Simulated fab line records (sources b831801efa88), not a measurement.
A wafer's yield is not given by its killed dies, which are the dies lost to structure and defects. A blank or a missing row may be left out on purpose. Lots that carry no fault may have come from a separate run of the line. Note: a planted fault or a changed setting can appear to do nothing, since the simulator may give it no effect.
Which tool was responsible?    flow gf180mcu    7 lots (21 wafers sampled), 1 step of a 602-step route

## WHAT THE GAUGES READ, wafer by wafer
GF_DNWELL_TW_MEAS_09.
lot   measured     on             DNWELL_TW
L584  day 3 08:19  film-metro-02  1353 1350 1353
L585  day 3 17:43  film-metro-04  1345 1348 1345
L588  day 4 02:50  film-metro-01  1332 1340 1344
L590  day 4 12:17  film-metro-02  1335 1340 1345
L592  day 5 01:40  film-metro-04  1365 1361 1366
L599  day 6 13:18  film-metro-01  1363 1364 1364
L602  day 7 04:23  film-metro-02  1344 1341 1335

## WHAT TOOL EACH LOT RAN ON (gives the tool, then ch and the chambers of the sampled wafers, and finally the start)
Before these readings, the record contains no process step.

## THE ANSWER, worked out from the rows above alone
Rule: the usual values come from the lots themselves. The widest of any qualifying gaps counts: lots, ordered by their means at a reading, are off when they make up no more than a third of the lots, leave a main group of 4 or more, and stand apart from it by 3 or more times the standard deviation of that group's means. A main group is skipped when, at the precision printed for the reading in the tables above, its means are all equal. A lot without any number at a reading at which 4 lots or more have one is off too. The other lots that the step has rows for count as sound.
No lot is off at any reading shown: from this, nothing can be told.

## WHAT THE SIMULATOR HAD INSERTED
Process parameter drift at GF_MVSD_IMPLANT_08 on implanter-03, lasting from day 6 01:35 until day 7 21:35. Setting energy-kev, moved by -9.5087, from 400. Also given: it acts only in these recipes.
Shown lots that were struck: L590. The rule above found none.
